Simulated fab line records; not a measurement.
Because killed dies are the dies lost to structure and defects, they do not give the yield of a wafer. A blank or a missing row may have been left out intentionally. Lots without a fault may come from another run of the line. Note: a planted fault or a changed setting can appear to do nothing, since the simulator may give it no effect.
Problem report in the 8D (eight disciplines) form, filled by code / flow sky130 / the parts of the form that need people (team, actions taken, sign-off) are left out

== 1. WHAT IS WRONG ==
Mean VIA3_W_RS at SKY_VIA3_RS_MEAS_22: 0.260 ohm/sq over 4 wafers in 2 lots; fault-free wafers: 0.292 ohm/sq, standard deviation 0.0041. That is -7.8 standard deviations from the usual mean.
The step: measures by four-point-probe.
The first sign was on wafer L524.5 at day 44 06:52, on filmMetro-02. Wafers with a number at this step in the record: 33, from 11 lots. By rule, "out" or "out of limits" means more than 4 standard deviations away from the usual mean. The rest of the wafers with a number are treated as sound.

== 2. WHAT IT IS; WHAT IT IS NOT ==
question=which readings at this step | is=VIA3_W_RS | is not=-
question=which lots | is=L524, L526 | is not=L510, L512, L514, L515, L516, L517, L528, L529, L532
question=which wafers of those lots | is=L524.5, L524.6, L526.5, L526.6 | is not=L524.4, L526.4
question=read on which gauges | is=filmMetro-02, filmMetro-03 | is not=filmMetro-04
question=when | is=from day 44 06:52 | is not=up to then (19 sound wafers); but 10 sound wafers of L526, L528, L529, L532 came after

== 3. SUSPECTS, AND WHAT RULES EACH OUT ==
Counting: any tool at a process step up to the reading remains a suspect provided it ran every lot that is out. Sound lots after the first of them don't rule it out here, since some wafers of a struck lot are sound.
- the gauge at SKY_VIA3_RS_MEAS_22: ruled out. The wafers that are out were read on 2 gauges (filmMetro-02, filmMetro-03).
- cvdW-02 at SKY_VIA3_CVD_21 (deposits W, target thk 390 nm, time 117.31 s): kept. It ran every lot that is out, first L524 (day 44 06:44); its last sound lot up to then is L517 (day 42 10:28).
Remaining after the count: cvdW-02 at SKY_VIA3_CVD_21.

== 4. THE CAUSE (what the simulator had put in) ==
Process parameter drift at SKY_VIA3_CVD_21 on cvdW-02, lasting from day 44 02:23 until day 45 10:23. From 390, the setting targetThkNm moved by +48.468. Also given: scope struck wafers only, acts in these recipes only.
The count eliminated every tool but this one.

== 5. SEQUENCE OF EFFECTS, ordered by route ==
One row per reading whose mean, taken over the struck wafers that have a number, lies over 3 standard deviations from the usual. Readings are gone through only where the record gives a usual standard deviation; hours: the median, over the lots, of the time from a lot's start at the first step in this table giving one to that lot's start at this step; sigmas: the change measured in usual standard deviations.
hours=0; step=SKY_VIA3_RS_MEAS_22; reading=VIA3_W_RS; usual=0.292 ohm/sq; on struck wafers=0.260; change=-0.032; sigmas=-7.8
hours=0; step=SKY_VIA3_THK_MEAS_23; reading=VIA3_W_THK; usual=396 nm; on struck wafers=442; change=+46; sigmas=+6.9

== 6. WHAT WOULD HAVE CAUGHT IT SOONER ==
In this record the first reading out of limits at a measuring or inspecting step was taken at day 44 06:52, 4 hours after the fault began at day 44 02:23.
Tool readings at SKY_VIA3_CVD_21 with a usual standard deviation given in the record: none out on any struck wafer, hence no alarm at a limit of 4 standard deviations on them.
Among the 2 lots that are out, L526 began SKY_VIA3_CVD_21 on cvdW-02 after day 44 06:52. Had the tool been put on hold then, it would have been spared.
